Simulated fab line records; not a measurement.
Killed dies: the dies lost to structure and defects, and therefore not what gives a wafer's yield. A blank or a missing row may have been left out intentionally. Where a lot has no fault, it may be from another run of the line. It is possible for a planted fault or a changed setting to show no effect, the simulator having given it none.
Matching of chambers ; flow sky130 ; SKY_VIA3_CMP_24 on cmp-02 has 4 sister chambers
The step polishes, stops on SiO2, t overpolish 20 s, target thk 0 nm. 8 wafers are shown with their chamber, then 10 later ones without.

## WAFERS, EACH WITH ITS CHAMBER
wafer;chamber;motor current A (A);time to endpoint s (s)
L080.6;1;10.9;91
L083.1;3;10.6;92
L083.5;0;10.4;98
L085.2;2;11.6;99
L085.3;3;10.5;93
L085.5;1;11.5;96
L087.1;2;11.4;90
L087.2;0;10.7;97

## WAFERS WHOSE CHAMBER IS MISSING
wafer;motor current A (A);time to endpoint s (s)
L087.3;11.0;89
L088.1;10.7;87
L088.3;11.8;88
L088.6;11.0;90
L097.1;10.6;93
L097.4;11.8;98
L097.5;11.6;95
L095.2;11.1;100
L095.4;10.6;95
L095.5;10.5;90

## WHICH CHAMBER EACH WENT THROUGH
wafer;from the rows above;in truth
L087.3;can't be placed: 1 or 3 or 2 or 0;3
L088.1;can't be placed: 3 or 1 or 0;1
L088.3;can't be placed: 2 or 1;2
L088.6;can't be placed: 1 or 3 or 2 or 0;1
L097.1;can't be placed: 3 or 0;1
L097.4;can't be placed: 2 or 1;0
L097.5;can't be placed: 2 or 1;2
L095.2;can't be placed: 1 or 2 or 0 or 3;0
L095.4;can't be placed: 0 or 3 or 1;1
L095.5;can't be placed: 3 or 0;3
0 of 10 placed correctly. From these rows, 10 cannot be placed; in 8 the true chamber is one of the candidates. Placed wrongly: 0.
How it was worked out, from the rows above alone: a wafer's distance from a chamber is the root of the sum, over the readings, of the square of ((its reading less the chamber's mean) divided by the reading's scatter). If the next closest chamber is less than 2 further off than the closest, the wafer can't be placed; otherwise it belongs to the closest. The mean given for a chamber averages the wafers shown for that chamber. How the scatter is found: for the shown wafers, subtract from each reading the mean of its chamber, square and add these, divide the total by (wafers less chambers), then take the root.
